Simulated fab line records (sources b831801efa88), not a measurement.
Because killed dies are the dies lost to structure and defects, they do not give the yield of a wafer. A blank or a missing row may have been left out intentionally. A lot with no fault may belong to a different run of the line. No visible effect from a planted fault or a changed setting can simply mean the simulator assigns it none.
A lot that was struck, set against a sound lot | flow sky130 | 21 steps out of a route of 708
Sound: the wafers L474.2, L474.4, L474.6. Struck: wafer L481.1 (left out: L481.3, a lot-mate that was not struck); the cause follows at the end.
Per side, at each step with rows, come the tool, then ch with its chambers, and then its first start. Under that, the readings that differ: sound wafers | struck wafers | difference of the means | sigmas: that difference in standard deviations of wafers without a fault.
alike: same words and numbers on both sides, and readings whose means sit less than 2 such deviations apart. not compared: any withheld reading, any reading some wafer has no value for, any bound like >300 that may hide the same value, and any number with overlapping values for which the record gives no deviation.
A row with sigmas, a row that says differs or no value, or rows on one side alone: a step with any of these is where the two part. Numbers that don't overlap but have no deviation are shown without sigmas and don't part them. Lack of a reading on every wafer of one side parts them only where that side has two or more wafers.

SKY_SD_N_RS_MEAS_17: the measuring method here is four-point-probe.
  sound on film_metro-03 at day 31 17:53; struck on film_metro-02 at day 33 16:01
  alike: SD_P_RS
SKY_SD_N_RS_MEAS_18: the measuring method here is four-point-probe.
  sound on film_metro-03 at day 31 18:00; struck on film_metro-02 at day 33 16:08
  alike: RES_XHIGH_RS
then, 2 steps without rows for these wafers: SKY_SALICIDE_CLEAN_00 (cleans in HF-last, time 30 s); SKY_LI_CONTACT_HDPCVD_00 (deposits PSG, target thk 930 nm, time 155 s).
SKY_LI_CONTACT_THK_MEAS_01:
  sound on film_metro-04 at day 31 18:14; struck on film_metro-03 at day 33 16:23
  alike: LI_CONTACT_HDPCVD_THK
SKY_LI_CONTACT_CMP_02: polishes PSG.
  sound on cmp-02 ch 1,2, day 31 18:17; struck on cmp-02 ch 0, day 33 16:26
  alike: motor_current_A, time_to_endpoint_s
SKY_LI_CONTACT_BOW_MEAS_03:
  sound on film_metro-02 at day 31 18:36; struck on film_metro-03 at day 33 16:44
  alike: LI_CONTACT_BOW
then, 5 steps without rows for these wafers: SKY_LI_CONTACT_DEHYDRATE_04 (time 60 s); SKY_LI_CONTACT_HMDS_05 (prime time 60 s); SKY_LI_CONTACT_COAT_06 (resist thk 60 nm); SKY_LI_CONTACT_COAT_07 (resist thk 450 nm); SKY_LI_CONTACT_SOFTBAKE_08 (time 90 s).
SKY_LI_CONTACT_EXPOSE_09: exposes mask LICM1, target cd 170 nm.
  sound on krf_scanner-02 ch 0, day 32 08:22; struck on krf_scanner-02 ch 0, day 34 06:28
  alike: mask
then, 2 steps without rows for these wafers: SKY_LI_CONTACT_PEB_10; SKY_LI_CONTACT_DEVELOP_11 (develop time 60 s).
SKY_LI_CONTACT_CD_MEAS_12: target cd 170 nm.
  sound on cd_sem-02 at day 32 21:56; struck on cd_sem-01 at day 34 18:59
  alike: cd_nm
SKY_LI_CONTACT_OVL_MEAS_13:
  sound on overlay-01 at day 32 22:02; struck on overlay-02 at day 34 19:07
  alike: LI_CONTACT_OVL
SKY_LI_CONTACT_ETCH_14: etches BARC in N2/H2, stops on SiO2, time 45.9 s, target depth 60 nm.
  sound on rie_diel-03 ch 2,3, day 32 22:04; struck on rie_diel-02 ch 2, day 34 19:09
  reading                     | sound             | struck | difference | sigmas
  model.LI_CONTACT.cd_nm (nm) | 170.1 169.9 168.3 | 166    | -3         |
  alike: drypump_motor_current_A, oes_product_au, throttle_valve_pct
  not compared: rf_hours_counter_h
SKY_LI_CONTACT_ETCH_15: etches PSG in C4F8/O2/Ar, stops on Si, target depth 600 nm.
  sound on rie_diel-03 ch 2,3, day 32 22:07; struck on rie_diel-02 ch 2, day 34 19:11
  reading                     | sound           | struck | difference | sigmas
  model.LI_CONTACT.cd_nm (nm) | 169.2 170 167.4 | 166.2  | -2.7       |
  alike: oes_product_au
SKY_LI_CONTACT_STRIP_16: strips in O2/N2.
  sound on plasma_asher-02 ch 0,1, day 32 22:12; struck on plasma_asher-01 ch 0, day 34 19:16
  alike: drypump_motor_current_A, oes_product_au, strip_time_to_endpoint_s
  not compared: rf_hours_counter_h
-- a jump in the record: the struck wafers' starts before and after are 15 days apart (it breaks off in module LI_CONTACT and resumes in module PAD_OPEN, where the first step shown is number 708 of the route) --
SKY_PAD_OPEN_PROBE_99:
  sound on prober-02 at day 48 13:05; struck on prober-01 at day 49 18:18
  reading            | sound    | struck | difference | sigmas
  killed_at_contacts | 30 19 18 | 33     | +11        | +2
  killed_dies        | 94 65 79 | 101    | +22        | +2
  killed_open        | 52 37 45 | 59     | +14        | +2
  alike: killed_at_M0_to_M3, killed_at_M4_up, killed_at_front_end, killed_at_other, killed_short

== WHERE THEY PART ==
At SKY_PAD_OPEN_PROBE_99 and nowhere else, as far as this record goes.

WHY: what the simulator had put in
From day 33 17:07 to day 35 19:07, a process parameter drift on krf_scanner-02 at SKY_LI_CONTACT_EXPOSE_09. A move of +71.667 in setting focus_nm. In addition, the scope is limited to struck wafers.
